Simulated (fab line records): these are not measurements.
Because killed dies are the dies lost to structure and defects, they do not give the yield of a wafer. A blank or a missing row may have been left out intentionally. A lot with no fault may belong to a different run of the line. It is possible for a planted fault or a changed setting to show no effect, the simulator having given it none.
Problem report in the 8D (eight disciplines) form, filled by code + flow sky130 + the parts of the form that need people (team, actions taken, sign-off) are left out

== 1. PROBLEM STATEMENT ==
Mean of developer_temp_C at SKY_SD_N_DEVELOP_06: 20.80 C across 6 wafers in 2 lots; on wafers with no fault it is 23.00 C (standard deviation 0.11). That is -20 standard deviations from the usual mean.
The step: develop time 60 s.
Earliest sighting: wafer L844.1 on litho_track-03 at day 32 11:55. The record holds 39 wafers of 13 lots with a number at this step. By rule, "out" or "out of limits" means more than 4 standard deviations away from the usual mean. The other wafers with a number count as sound.

== 2. WHAT IT IS, WHAT IT ISN'T ==
| question                    | is                     | is not                                                                                       |
|-----------------------------|------------------------|----------------------------------------------------------------------------------------------|
| which readings at this step | developer_temp_C       | -                                                                                            |
| which lots                  | L844, L845             | L831, L832, L833, L834, L835, L841, L847, L848, L849, L851, L854                             |
| which wafers of those lots  | all that have a number | -                                                                                            |
| read on which tools         | litho_track-03         | litho_track-01, litho_track-04                                                               |
| when                        | from day 32 11:55      | up to then (18 sound wafers); but 15 sound wafers of L847, L848, L849, L851, L854 came after |

== 3. SUSPECTS, AND WHAT RULES EACH OUT ==
Counting: a tool stays on the suspect list if, at a process step up to the reading, it processed all lots that are out and no sound lot following the first of them.
- litho_track-03 at SKY_SD_N_DEVELOP_06 (develop time 60 s): kept. It processed each lot that is out, first L844 at day 32 11:55, and no sound lot thereafter; up to then, the last sound lot it processed was L841 at day 31 09:34. Its own developer_temp_C readings are out on those wafers.
Remaining after the count: litho_track-03 at SKY_SD_N_DEVELOP_06.

== 4. THE CAUSE (what the simulator had put in) ==
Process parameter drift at SKY_SD_N_DEVELOP_06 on litho_track-03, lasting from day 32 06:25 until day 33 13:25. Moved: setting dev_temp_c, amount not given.
The count eliminated every tool but this one.

== 5. THE EFFECT CHAIN, in route order ==
Each row: a reading whose mean over the struck wafers that have a number lies more than 3 standard deviations from the usual. Scope: only readings with a usual standard deviation given in the record; hours: median across lots of the time from each lot's start at the first step in this table that gives one to its start at this step; sigmas: change in usual standard deviations.
| hours | step                | reading          | usual   | on struck wafers | change | sigmas |
|-------|---------------------|------------------|---------|------------------|--------|--------|
| 0     | SKY_SD_N_DEVELOP_06 | developer_temp_C | 23.00 C | 20.80            | -2.20  | -20    |
Here are the process steps it includes:
- SKY_SD_N_DEVELOP_06: develop time 60 s.

== 6. HOW IT WOULD HAVE BEEN CAUGHT EARLIER ==
First out-of-limits reading in this record: day 32 11:55, which is 6 hours after fault onset at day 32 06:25.
